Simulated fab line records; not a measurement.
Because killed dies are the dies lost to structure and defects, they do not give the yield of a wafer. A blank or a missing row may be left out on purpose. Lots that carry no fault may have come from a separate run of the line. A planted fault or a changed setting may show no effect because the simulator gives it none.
fab line records	flow gf180mcu
[record] lots = 5	wafers = 23
route steps=602 shown M3@413 V3@433 M4@456 V4@480 MIM@511
start_h: start of the lot's first displayed wafer, in hours after the record's first day	wait_h: hours since the lot's step before	" repeats the value in the row above	L1.1+2: one row covering several wafers at once	- no value present, or no start provided	* or withheld: withheld	< > ~ a bound
route shown NAME@n: a module of which the file shows steps, and the number in the route of the first	usual: mean and standard deviation over wafers with no fault	same: alike in all rows	chamber/n: place in a boat	sites: readings site by site	_std_site: their standard deviation	_edge_site: outer sites' mean less inner sites'	radius_mm: how far each site lies from the wafer's centre	mask NAME#n: copy n	behind: the most recent tool/chamber to have shaped the wafer	hold: reason for holding the lot/hours on hold/outcome of the hold	device: transistor that didn't switch, given as n, p or np	end of line: the route-end tests of the same wafers	a step without rows: its recipe alone	killed: dies lost to structure and defects at the first sort, not the wafer's yield	map: per-die view of a wafer (x killed, . not killed, _ where there is no die)
set.NAME: the setting that was run; set.NAME@STEP: the one run at that earlier step	model.NAME: the simulator's own value behind a step, which no gauge read
lots run with intentionally changed settings; tables by step, rows by wafer
[[steps]]
[step GF_M3_SPUTTER_04]
[recipe] material = TiN	target_thk_nm = 50	power_w = 6500	time_s = 41.7	chamber_pressure_pa = 0.4
lot.wafer	tool	chamber	start_h	wait_h	set.power_w	model.TiN_of_M3_SPUTTER_04.thk_nm
L076.1	pvd_sputter-02	-	488.22	0.0	6500	49.64
L076.4	"	-	"	"	6500	50.36
L076.5	"	-	"	"	6500	50.35
L077.1	pvd_sputter-04	-	492.67	0.0	5855	44.72
L077.2	"	-	"	"	6500	49.66
L077.3	"	-	"	"	5855	44.91
L077.5	"	-	"	"	6500	49.07
L077.6	"	-	"	"	6500	49.72
L081.1	pvd_sputter-01	-	528.95	0.0	6500	49.63
L081.2	"	-	"	"	6500	49.48
L081.4	"	-	"	"	7256	56.04
L081.5	"	-	"	"	6500	49.61
L081.6	"	-	"	"	7256	56.02
L082.1	pvd_sputter-02	-	535.41	0.0	5786	43.89
L082.2	"	-	"	"	6500	49.59
L082.3	"	-	"	"	6500	49.78
L082.4	"	-	"	"	5786	43.79
L082.5	"	-	"	"	6500	49.63
L083.1	pvd_sputter-02	-	539.38	0.0	6500	49.86
L083.2+3	"	-	"	"	6500	49.91
L083.4	"	-	"	"	6500	49.7
L083.6	"	-	"	"	6500	50.28
[step GF_V3_CMP_04]
[recipe] material = SiO2	down_force_psi = 4	platen_rpm = 60	pad_velocity_m_s = 0.94248
lot.wafer	tool	chamber	start_h	wait_h	set.leave_above_ref_nm	model.SiO2_of_V3_CVD_02.thk_nm
L076.1	cmp-02	2	512.52	0.1	632.5	632.7
L076.4	"	0	"	"	632.5	634.7
L076.5	"	2	"	"	632.5	634
L077.1	cmp-01	3	517.60	0.1	612.3	612.6
L077.2	"	1	"	"	612.3	612
L077.3	"	2	"	"	632.5	633
L077.5	"	3	"	"	612.3	612.7
L077.6	"	0	"	"	632.5	636.5
L081.2	cmp-02	3	552.14	0.0	632.5	632.2
L081.4+5	"	0	"	"	632.5	633.5
L081.1	"	1	"	"	632.5	633.2
L081.6	"	3	"	"	632.5	632
L082.3	cmp-02	3	559.15	0.0	602	600.7
L082.1	"	0	"	"	632.5	633.8
L082.4	"	1	"	"	602	599.8
L082.2	"	2	"	"	632.5	631.8
L082.5	"	0	"	"	632.5	632.5
L083.4	cmp-01	1	562.66	0.0	632.5	631
L083.1	"	2	"	"	632.5	633.5
L083.2+6	"	3,2	"	"	632.5	631.7
L083.3	"	0	"	"	632.5	633.8
[step GF_V3_ETCH_17]
[recipe] chemistry = C4F8/O2/Ar	mask_material = KrF	target = SiO2	stop_on = TiN	source_w = 1500	bias_w = 1200	pressure_mtorr = 40	c4f8_flow_sccm = withheld	O2_flow_sccm = 6	Ar_flow_sccm = 300	time_s = withheld	target_depth_a = 6350
[usual] oes_product_au = 0.856/0.0046
lot.wafer	tool	chamber	start_h	wait_h	set.source_w	set.leave_above_ref_nm@V3_CMP_04	oes_product_au	model.V3.feature_depth_nm
L076.1	rie_diel-03	1	-	-	1500	632.5	0.854	632.7
L076.4	"	2	"	"	1500	632.5	0.858	634.7
L076.5	"	2	"	"	1500	632.5	0.853	634
L077.1	rie_diel-03	1	-	-	1398	612.3	0.839	612.6
L077.2	"	0	"	"	1500	612.3	0.849	612
L077.3	"	3	"	"	1500	632.5	0.855	633
L077.5	"	0	"	"	1398	612.3	0.851	612.7
L077.6	"	3	"	"	1398	632.5	0.856	636.5
L081.1	rie_diel-03	3	-	-	1500	632.5	0.857	633.2
L081.2	"	1	"	"	1500	632.5	0.851	632.2
L081.4	"	1	"	"	1500	632.5	0.852	633.5
L081.5	"	3	"	"	1402	632.5	0.855	633.5
L081.6	"	2	"	"	1402	632.5	0.851	632
L082.1	rie_diel-03	0	-	-	1369	632.5	0.858	633.8
L082.2	"	2	"	"	1500	632.5	0.848	631.8
L082.3	"	3	"	"	1500	602	0.825	600.7
L082.4	"	1	"	"	1500	602	0.834	599.8
L082.5	"	2	"	"	1369	632.5	0.858	632.5
L083.1	rie_diel-02	0	-	-	1500	632.5	0.852	633.5
L083.2	"	1	"	"	1500	632.5	0.858	631.7
L083.3	"	2	"	"	1500	632.5	0.862	633.8
L083.4	"	1	"	"	1500	632.5	0.853	631
L083.6	"	0	"	"	1500	632.5	0.856	631.7
[step GF_M4_SPUTTER_00]
[recipe] material = Ti	target_thk_nm = 37.5	arriving_ion_energy_ev = 80	substrate_temp_c = 200	chamber_pressure_pa = 2	power_w = 4000	time_s = 150
lot.wafer	tool	chamber	start_h	wait_h	set.power_w	model.Ti_of_M4_SPUTTER_00.thk_nm
L076.1	pvd_sputter-02	-	536.57	0.1	4000	37.58
L076.4	"	-	"	"	4000	37.43
L076.5	"	-	"	"	4000	37.33
L077.1	pvd_sputter-03	-	542.46	0.1	4000	37.65
L077.2	"	-	"	"	4468	41.97
L077.3	"	-	"	"	4000	37.52
L077.5	"	-	"	"	4468	42.04
L077.6	"	-	"	"	4000	37.91
L081.1	pvd_sputter-03	-	576.53	0.1	4000	37.67
L081.2	"	-	"	"	4476	41.71
L081.4	"	-	"	"	4000	37.21
L081.5	"	-	"	"	4476	41.72
L081.6	"	-	"	"	4000	37.07
L082.1	pvd_sputter-04	-	582.65	0.2	4000	37.8
L082.2	"	-	"	"	4000	38.31
L082.3	"	-	"	"	4000	38.07
L082.4	"	-	"	"	4000	38.16
L082.5	"	-	"	"	4000	37.41
L083.1	pvd_sputter-03	-	587.19	0.2	4000	38
L083.2	"	-	"	"	4000	37.49
L083.3	"	-	"	"	4000	37.48
L083.4	"	-	"	"	3669	34.19
L083.6	"	-	"	"	3669	34.38
[step GF_M4_SPUTTER_03]
[recipe] material = Ti	target_thk_nm = 10	substrate_temp_c = 300	chamber_pressure_pa = 0.3	power_w = 3000	time_s = 6.7
lot.wafer	tool	chamber	start_h	wait_h	set.power_w	model.Ti_of_M4_SPUTTER_03.thk_nm
L076.1	pvd_sputter-02	-	536.73	0.0	3000	9.69
L076.4	"	-	"	"	3000	9.964
L076.5	"	-	"	"	3000	9.77
L077.1	pvd_sputter-03	-	542.62	0.0	3000	10.26
L077.2	"	-	"	"	3000	10.24
L077.3	"	-	"	"	3000	10.18
L077.5	"	-	"	"	3000	10.05
L077.6	"	-	"	"	3000	10.15
L081.1	pvd_sputter-03	-	576.69	0.0	3000	9.96
L081.2	"	-	"	"	3000	10.04
L081.4	"	-	"	"	3000	9.898
L081.5	"	-	"	"	3000	9.907
L081.6	"	-	"	"	3000	10.09
L082.1	pvd_sputter-04	-	582.81	0.0	2741	8.932
L082.2	"	-	"	"	3000	9.876
L082.3	"	-	"	"	2741	8.987
L082.4	"	-	"	"	3000	9.819
L082.5	"	-	"	"	2741	8.809
L083.1	pvd_sputter-03	-	587.35	0.0	2847	9.436
L083.2	"	-	"	"	3000	9.993
L083.3	"	-	"	"	3000	9.913
L083.4	"	-	"	"	2847	9.349
L083.6	"	-	"	"	2847	9.425
[step GF_M4_PEB_12]
[recipe] peb_temp_c = 135	peb_time_s = 90	resist = KrF
lot.wafer	tool	chamber	start_h	wait_h	set.peb_time_s
L076.1+4+5	litho_track-02	0	-	-	90
L077.1+2+6	litho_track-03	0	-	-	85.33
L077.3+5	"	0	"	"	90
L081.1+2+4+5+6	litho_track-01	0	-	-	90
L082.1+4	litho_track-02	0	-	-	90
L082.2+3+5	"	0	"	"	78.42
L083.1+3+6	litho_track-01	0	-	-	82.3
L083.2+4	"	0	"	"	90
[step GF_M4_DEVELOP_13]
[recipe] develop_time_s = 60	dev_temp_c = 21
[step GF_M4_CD_MEAS_14]
[recipe] target_cd_nm = 280
[usual] cd_nm = 280.1/1.3
lot.wafer	tool	chamber	start_h	wait_h	set.peb_time_s@M4_PEB_12	cd_nm
L076.1	cd_sem-01	-	559.21	0.1	90	281.1
L076.4	"	-	"	"	90	280.9
L076.5	"	-	"	"	90	281.9
L077.1	cd_sem-01	-	565.18	0.2	85.33	279.3
L077.2	"	-	"	"	85.33	280.4
L077.3	"	-	"	"	90	279.5
L077.5	"	-	"	"	90	279.3
L077.6	"	-	"	"	85.33	280.8
L081.1	cd_sem-01	-	597.98	0.1	90	279.6
L081.2	"	-	"	"	90	280.5
L081.4	"	-	"	"	90	279.7
L081.5	"	-	"	"	90	279.0
L081.6	"	-	"	"	90	279.2
L082.1	cd_sem-01	-	603.73	0.2	90	280.2
L082.2	"	-	"	"	78.42	284.2
L082.3	"	-	"	"	78.42	284.8
L082.4	"	-	"	"	90	281.3
L082.5	"	-	"	"	78.42	284.0
L083.1	cd_sem-01	-	609.28	0.1	82.3	283.9
L083.2	"	-	"	"	90	281.1
L083.3	"	-	"	"	82.3	285.2
L083.4	"	-	"	"	90	281.4
L083.6	"	-	"	"	82.3	284.3
[step GF_V4_CMP_04]
[recipe] material = SiO2	down_force_psi = 4	platen_rpm = 60	pad_velocity_m_s = 0.94248
lot.wafer	tool	chamber	start_h	wait_h	set.leave_above_ref_nm	model.SiO2_of_V4_CVD_02.thk_nm
L076.1	cmp-02	2	560.31	0.1	632.5	631.5
L076.4	"	0	"	"	632.5	633.3
L076.5	"	2	"	"	632.5	631.8
L077.1	cmp-02	0	566.28	0.1	593.5	595.5
L077.3	"	1	"	"	632.5	633.4
L077.2	"	2	"	"	593.5	593
L077.6	"	0	"	"	632.5	632.9
L077.5	"	1	"	"	593.5	593.6
L081.2	cmp-02	3	599.07	0.0	632.5	632.3
L081.4	"	0	"	"	632.5	632.7
L081.1	"	1	"	"	632.5	631.7
L081.6	"	3	"	"	632.5	633
L081.5	"	0	"	"	632.5	632.4
L082.2	cmp-02	2	604.82	0.0	632.5	630.4
L082.4	"	3	"	"	591.2	589.9
L082.1	"	0	"	"	591.2	591
L082.3	"	1	"	"	591.2	590.6
L082.5	"	2	"	"	632.5	630
L083.3	cmp-02	2	610.41	0.0	587.6	587.7
L083.2	"	3	"	"	632.5	632.4
L083.4	"	0	"	"	587.6	588.6
L083.1	"	1	"	"	632.5	631
L083.6	"	3	"	"	632.5	634.1
[step GF_V4_COAT_09]
[recipe] resist = KrF	spin_rpm = withheld	resist_thk_nm = 1000
lot.wafer	tool	chamber	start_h	wait_h	set.resist_thk_nm	model.KrF_of_V4_COAT_09.thk_nm
L076.1	litho_track-01	0	-	-	1000	996.3
L076.4	"	0	"	"	1000	999.7
L076.5	"	0	"	"	1000	999.1
L077.1	litho_track-01	0	-	-	1054	1059
L077.2	"	0	"	"	1054	1058
L077.3	"	0	"	"	1000	1006
L077.5	"	0	"	"	1000	1002
L077.6	"	0	"	"	1000	1010
L081.1	litho_track-03	0	-	-	1000	1006
L081.2	"	0	"	"	1000	1002
L081.4	"	0	"	"	1000	1003
L081.5	"	0	"	"	1000	999.2
L081.6	"	0	"	"	1000	1005
L082.1	litho_track-01	0	-	-	965.2	969.3
L082.2	"	0	"	"	1000	1002
L082.3	"	0	"	"	1000	1001
L082.4	"	0	"	"	965.2	970
L082.5	"	0	"	"	965.2	970.8
L083.1	litho_track-03	0	-	-	1046	1048
L083.2	"	0	"	"	1046	1047
L083.3	"	0	"	"	1000	1002
L083.4	"	0	"	"	1000	1003
L083.6	"	0	"	"	1000	1005
[step GF_V4_SOFTBAKE_10]
[recipe] temp_c = 130	time_s = 60	resist = KrF
[step GF_V4_EXPOSE_11]
[recipe] mask_id = Via4	target_cd_nm = 260	na = 0.68	source_shape = conventional	sigma_outer = 0.6	dose_mj = 38
[step GF_V4_ETCH_16]
[recipe] chemistry = N2/H2	target_depth_a = withheld	overetch_a = withheld	time_s = withheld	target = BARC	ion_energy_ev = 200	source_w = 500	bias_w = 100	pressure_mtorr = 30	n2_flow_sccm = 100	h2_flow_sccm = 200
[step GF_V4_ETCH_17]
[recipe] chemistry = C4F8/O2/Ar	mask_material = KrF	target = SiO2	stop_on = TiN	source_w = 1500	bias_w = 1200	pressure_mtorr = 40	c4f8_flow_sccm = withheld	O2_flow_sccm = 6	Ar_flow_sccm = 300	time_s = withheld	target_depth_a = 6300
[usual] oes_product_au = 0.856/0.0046
lot.wafer	tool	chamber	start_h	wait_h	set.leave_above_ref_nm@V4_CMP_04	oes_product_au	model.V4.feature_depth_nm
L076.1	rie_diel-03	0	-	-	632.5	0.849	631.5
L076.4	"	3	"	"	632.5	0.848	633.3
L076.5	"	2	"	"	632.5	0.857	631.8
L077.1	rie_diel-02	1	-	-	593.5	0.828	595.5
L077.2	"	2	"	"	593.5	0.820	593
L077.3	"	0	"	"	632.5	0.863	633.4
L077.5	"	1	"	"	593.5	0.836	593.6
L077.6	"	0	"	"	632.5	0.856	632.9
L081.1	rie_diel-02	2	-	-	632.5	0.850	631.7
L081.2	"	3	"	"	632.5	0.854	632.3
L081.4	"	1	"	"	632.5	0.862	632.7
L081.5	"	0	"	"	632.5	0.858	632.4
L081.6	"	1	"	"	632.5	0.850	633
L082.1	rie_diel-01	3	-	-	591.2	0.828	591
L082.2	"	0	"	"	632.5	0.860	630.4
L082.3	"	2	"	"	591.2	0.818	590.6
L082.4	"	3	"	"	591.2	0.820	589.9
L082.5	"	0	"	"	632.5	0.852	630
L083.1	rie_diel-02	3	-	-	632.5	0.861	631
L083.2	"	0	"	"	632.5	0.853	632.4
L083.3	"	1	"	"	587.6	0.828	587.7
L083.4	"	2	"	"	587.6	0.824	588.6
L083.6	"	1	"	"	632.5	0.857	634.1
[step GF_V4_STRIP_18]
[recipe] chemistry = O2/N2	power_w = 1400	pressure_mtorr = 1500	platen_temp_c = 250	o2_flow_sccm = 3000	n2_flow_sccm = 300	overash_fraction = 0.5492
[usual] oes_product_au = 0.592/0.0048
lot.wafer	tool	chamber	start_h	wait_h	set.resist_thk_nm@V4_COAT_09	oes_product_au
L076.1	plasma_asher-02	0	583.09	-	1000	0.586
L076.4	"	0	"	"	1000	0.588
L076.5	"	0	"	"	1000	0.585
L077.1	plasma_asher-01	1	588.29	-	1054	0.616
L077.2	"	0	"	"	1054	0.617
L077.3	"	1	"	"	1000	0.597
L077.5	"	0	"	"	1000	0.586
L077.6	"	1	"	"	1000	0.600
L081.1	plasma_asher-02	0	620.76	-	1000	0.589
L081.2	"	1	"	"	1000	0.592
L081.4	"	0	"	"	1000	0.596
L081.5	"	0	"	"	1000	0.590
L081.6	"	1	"	"	1000	0.597
L082.1	plasma_asher-01	0	626.01	-	965.2	0.576
L082.2	"	1	"	"	1000	0.594
L082.3	"	0	"	"	1000	0.585
L082.4	"	1	"	"	965.2	0.580
L082.5	"	0	"	"	965.2	0.586
L083.1	plasma_asher-02	0	631.61	-	1046	0.613
L083.2	"	1	"	"	1046	0.605
L083.3	"	1	"	"	1000	0.594
L083.4	"	0	"	"	1000	0.594
L083.6	"	0	"	"	1000	0.590
[step GF_V4_SPUTTER_21]
[recipe] material = Ti	target_thk_nm = 15	chamber_pressure_pa = 5	power_w = 2500	substrate_temp_c = 200	time_s = 80.02
lot.wafer	tool	chamber	start_h	wait_h	set.chamber_pressure_pa	model.Ti_of_V4_SPUTTER_21.thk_nm
L076.1	pvd_sputter-01	-	583.63	0.0	5	14.87
L076.4	"	-	"	"	5	14.9
L076.5	"	-	"	"	5	15.01
L077.1	pvd_sputter-01	-	588.92	0.0	5	14.79
L077.2	"	-	"	"	5	14.66
L077.3	"	-	"	"	5	14.83
L077.5	"	-	"	"	5	14.78
L077.6	"	-	"	"	5	14.73
L081.1	pvd_sputter-04	-	621.30	0.0	5	14.95
L081.2	"	-	"	"	5	15.01
L081.4	"	-	"	"	5	15.15
L081.5	"	-	"	"	5	14.87
L081.6	"	-	"	"	5	15.06
L082.1	pvd_sputter-03	-	626.55	0.0	5	14.73
L082.2+4	"	-	"	"	5	14.83
L082.3	"	-	"	"	5	14.69
L082.5	"	-	"	"	5	14.88
L083.1+6	pvd_sputter-04	-	632.16	0.0	5.657	13.49
L083.2	"	-	"	"	5.657	13.3
L083.3	"	-	"	"	5.657	13.42
L083.4	"	-	"	"	5.657	13.24
[step GF_MIM_SPUTTER_08]
[recipe] material = AlCu	target_thk_nm = 200	power_w = 10600	time_s = 10.6	chamber_pressure_pa = 0.4
lot.wafer	tool	chamber	start_h	wait_h	set.power_w	model.AlCu_of_MIM_SPUTTER_08.thk_nm
L076.1	pvd_sputter-04	-	584.68	0.0	10600	200.5
L076.4	"	-	"	"	10600	201
L076.5	"	-	"	"	10600	201.6
L077.1	pvd_sputter-04	-	589.97	0.0	10600	200.3
L077.2	"	-	"	"	9651	183.1
L077.3+5	"	-	"	"	9651	180.8
L077.6	"	-	"	"	10600	200.1
L081.1	pvd_sputter-04	-	622.36	0.0	10600	198.9
L081.2	"	-	"	"	11760	219.2
L081.4	"	-	"	"	11760	220.1
L081.5	"	-	"	"	11760	218.5
L081.6	"	-	"	"	10600	197.9
L082.1	pvd_sputter-04	-	627.61	0.0	10600	198.5
L082.2	"	-	"	"	10600	199.5
L082.3	"	-	"	"	10600	200.4
L082.4	"	-	"	"	10600	200
L082.5	"	-	"	"	10600	198.4
L083.1	pvd_sputter-04	-	633.21	0.0	10600	199.2
L083.2+6	"	-	"	"	10040	189.5
L083.3	"	-	"	"	10600	199
L083.4	"	-	"	"	10600	198.2
[step GF_MIM_SPUTTER_09]
[recipe] material = TiN	target_thk_nm = 35	power_w = 6500	time_s = 29.2	chamber_pressure_pa = 0.4
[step GF_MIM_RS_MEAS_10]
[recipe] thk_meas_gauge = four-point-probe	reads = TiN_of_MIM_SPUTTER_09+AlCu_of_MIM_SPUTTER_08+TiN_of_MIM_SPUTTER_07
[usual] MIM_ALCU_RS = 0.1607/0.0011
lot.wafer	tool	chamber	start_h	wait_h	set.power_w@MIM_SPUTTER_08	MIM_ALCU_RS[ohm/sq]
L076.1	film_metro-04	-	584.73	0.0	10600	0.1595
L076.4	"	-	"	"	10600	0.1591
L076.5	"	-	"	"	10600	0.1588
L077.1	film_metro-02	-	590.02	0.0	10600	0.1599
L077.2	"	-	"	"	9651	0.1762
L077.3	"	-	"	"	9651	0.1780
L077.5	"	-	"	"	9651	0.1783
L077.6	"	-	"	"	10600	0.1595
L081.1	film_metro-02	-	622.42	0.0	10600	0.1612
L081.2	"	-	"	"	11760	0.1456
L081.4	"	-	"	"	11760	0.1449
L081.5	"	-	"	"	11760	0.1459
L081.6	"	-	"	"	10600	0.1618
L082.1	film_metro-03	-	627.67	0.0	10600	0.1617
L082.2	"	-	"	"	10600	0.1607
L082.3	"	-	"	"	10600	0.1597
L082.4	"	-	"	"	10600	0.1600
L082.5	"	-	"	"	10600	0.1614
L083.1	film_metro-03	-	633.26	0.0	10600	0.1609
L083.2	"	-	"	"	10040	0.1694
L083.3	"	-	"	"	10600	0.1613
L083.4	"	-	"	"	10600	0.1616
L083.6	"	-	"	"	10040	0.1695
[step GF_MIM_THK_MEAS_11]
[recipe] thk_meas_gauge = xrf	reads = AlCu_of_MIM_SPUTTER_08
[usual] MIM_ALCU_THK = 199.5/1.4
lot.wafer	tool	chamber	start_h	wait_h	set.power_w@MIM_SPUTTER_08	MIM_ALCU_THK[nm]
L076.1	film_metro-04	-	584.85	0.1	10600	199.1
L076.4	"	-	"	"	10600	200.7
L076.5	"	-	"	"	10600	200.1
L077.1	film_metro-02	-	590.14	0.1	10600	200.7
L077.2	"	-	"	"	9651	182.3
L077.3	"	-	"	"	9651	181.1
L077.5	"	-	"	"	9651	181.0
L077.6	"	-	"	"	10600	199.8
L081.1	film_metro-02	-	622.54	0.1	10600	198.5
L081.2	"	-	"	"	11760	219.2
L081.4	"	-	"	"	11760	220.3
L081.5	"	-	"	"	11760	216.4
L081.6	"	-	"	"	10600	198.6
L082.1	film_metro-03	-	627.79	0.1	10600	199.7
L082.2	"	-	"	"	10600	200.8
L082.3	"	-	"	"	10600	201.3
L082.4	"	-	"	"	10600	201.8
L082.5	"	-	"	"	10600	198.2
L083.1	film_metro-03	-	633.38	0.1	10600	199.6
L083.2	"	-	"	"	10040	191.3
L083.3	"	-	"	"	10600	200.4
L083.4	"	-	"	"	10600	200.3
L083.6	"	-	"	"	10040	191.1
[step GF_MIM_DEVELOP_18]
[recipe] develop_time_s = 60	dev_temp_c = 23
lot.wafer	tool	chamber	start_h	wait_h	set.dev_temp_c
L076.1+4+5	litho_track-01	0	605.53	0.1	23
L077.1+2+3	litho_track-04	0	610.61	0.1	20.96
L077.5+6	"	0	"	"	23
L081.1+4+5	litho_track-04	0	642.46	0.1	21.88
L081.2+6	"	0	"	"	23
L082.1+5	litho_track-02	0	647.06	0.1	23
L082.2+3+4	"	0	"	"	24.19
L083.1+3	litho_track-04	0	653.11	0.1	23
L083.2+4+6	"	0	"	"	19.94
[step GF_MIM_METAL_ETCH_19]
[recipe] chemistry = Cl2/BCl3	mask_material = NOVOLAK	stop_on = Si3N4	target_depth_nm = 324.5	pressure_mtorr = 8	icp_w = 800	bias_w = 140	Cl2_flow_sccm = 80	bcl3_flow_sccm = 40	time_s = 54.1
[usual] oes_product_au = 0.941/0.0048
lot.wafer	tool	chamber	start_h	wait_h	set.power_w@MIM_SPUTTER_08	set.dev_temp_c@MIM_DEVELOP_18	oes_product_au	model.MIM.cd_nm
L076.1	rie_metal-02	1	605.68	0.1	10600	23	0.940	2002
L076.4	"	0	"	"	10600	23	0.938	2001
L076.5	"	0	"	"	10600	23	0.940	2000
L077.1	rie_metal-03	0	610.76	0.1	10600	20.96	0.948	1997
L077.2	"	0	"	"	9651	20.96	0.907	1994
L077.3	"	0	"	"	9651	20.96	0.905	1997
L077.5	"	0	"	"	9651	23	0.900	2000
L077.6	"	0	"	"	10600	23	0.944	2000
L081.1	rie_metal-02	0	642.61	0.1	10600	21.88	0.940	1995
L081.2	"	1	"	"	11760	23	0.977	1999
L081.4	"	0	"	"	11760	21.88	0.983	1998
L081.5	"	0	"	"	11760	21.88	0.977	1995
L081.6	"	1	"	"	10600	23	0.936	2003
L082.1	rie_metal-04	0	647.21	0.1	10600	23	0.935	2002
L082.2	"	1	"	"	10600	24.19	0.938	2005
L082.3	"	0	"	"	10600	24.19	0.938	2007
L082.4	"	1	"	"	10600	24.19	0.948	2006
L082.5	"	0	"	"	10600	23	0.942	2005
L083.1	rie_metal-04	1	653.26	0.1	10600	23	0.944	2005
L083.2	"	0	"	"	10040	19.94	0.933	1993
L083.3	"	1	"	"	10600	23	0.942	2004
L083.4	"	0	"	"	10600	19.94	0.943	1994
L083.6	"	1	"	"	10040	19.94	0.919	1995
[[key]]
[split] step = GF_M3_SPUTTER_04	setting = power_w	stated = 6500	by = wafer
[response] step = GF_M3_SPUTTER_04	reading = model.TiN_of_M3_SPUTTER_04.thk_nm	change = +0.523	per = 1%	r = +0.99
[split] step = GF_V3_CMP_04	setting = leave_above_ref_nm	stated = 632.5	by = wafer
[response] step = GF_V3_CMP_04	reading = model.SiO2_of_V3_CVD_02.thk_nm	change = +6.81	per = 1%	r = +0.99
[response] step = GF_V3_ETCH_17	reading = oes_product_au	change = +0.00455	per = 1%	r = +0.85
[response] step = GF_V3_ETCH_17	reading = model.V3.feature_depth_nm	change = +6.81	per = 1%	r = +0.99
[split] step = GF_V3_ETCH_17	setting = source_w	stated = 1500	by = wafer
response none clear
[split] step = GF_M4_SPUTTER_00	setting = power_w	stated = 4000	by = wafer
[response] step = GF_M4_SPUTTER_00	reading = model.Ti_of_M4_SPUTTER_00.thk_nm	change = +0.377	per = 1%	r = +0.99
[split] step = GF_M4_SPUTTER_03	setting = power_w	stated = 3000	by = wafer
[response] step = GF_M4_SPUTTER_03	reading = model.Ti_of_M4_SPUTTER_03.thk_nm	change = +0.108	per = 1%	r = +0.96
[split] step = GF_M4_PEB_12	setting = peb_time_s	stated = 90	by = wafer
[response] step = GF_M4_CD_MEAS_14	reading = cd_nm	change = -0.292	per = 1%	r = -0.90
[split] step = GF_V4_CMP_04	setting = leave_above_ref_nm	stated = 632.5	by = wafer
[response] step = GF_V4_CMP_04	reading = model.SiO2_of_V4_CVD_02.thk_nm	change = +6.22	per = 1%	r = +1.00
[response] step = GF_V4_ETCH_17	reading = oes_product_au	change = +0.00485	per = 1%	r = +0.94
[response] step = GF_V4_ETCH_17	reading = model.V4.feature_depth_nm	change = +6.22	per = 1%	r = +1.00
[split] step = GF_V4_COAT_09	setting = resist_thk_nm	stated = 1000	by = wafer
[response] step = GF_V4_COAT_09	reading = model.KrF_of_V4_COAT_09.thk_nm	change = +9.57	per = 1%	r = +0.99
[response] step = GF_V4_STRIP_18	reading = oes_product_au	change = +0.00363	per = 1%	r = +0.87
[split] step = GF_V4_SPUTTER_21	setting = chamber_pressure_pa	stated = 5	by = lot
[response] step = GF_V4_SPUTTER_21	reading = model.Ti_of_V4_SPUTTER_21.thk_nm	change = -0.112	per = 1%	r = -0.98
[split] step = GF_MIM_SPUTTER_08	setting = power_w	stated = 10600	by = wafer
[response] step = GF_MIM_SPUTTER_08	reading = model.AlCu_of_MIM_SPUTTER_08.thk_nm	change = +1.95	per = 1%	r = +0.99
[response] step = GF_MIM_RS_MEAS_10	reading = MIM_ALCU_RS	change = -0.00166	per = 1%	r = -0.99
[response] step = GF_MIM_THK_MEAS_11	reading = MIM_ALCU_THK	change = +1.91	per = 1%	r = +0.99
[response] step = GF_MIM_METAL_ETCH_19	reading = oes_product_au	change = +0.00402	per = 1%	r = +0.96
[split] step = GF_MIM_DEVELOP_18	setting = dev_temp_c	stated = 23	by = wafer
[response] step = GF_MIM_METAL_ETCH_19	reading = model.MIM.cd_nm	change = +0.692	per = 1%	r = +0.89
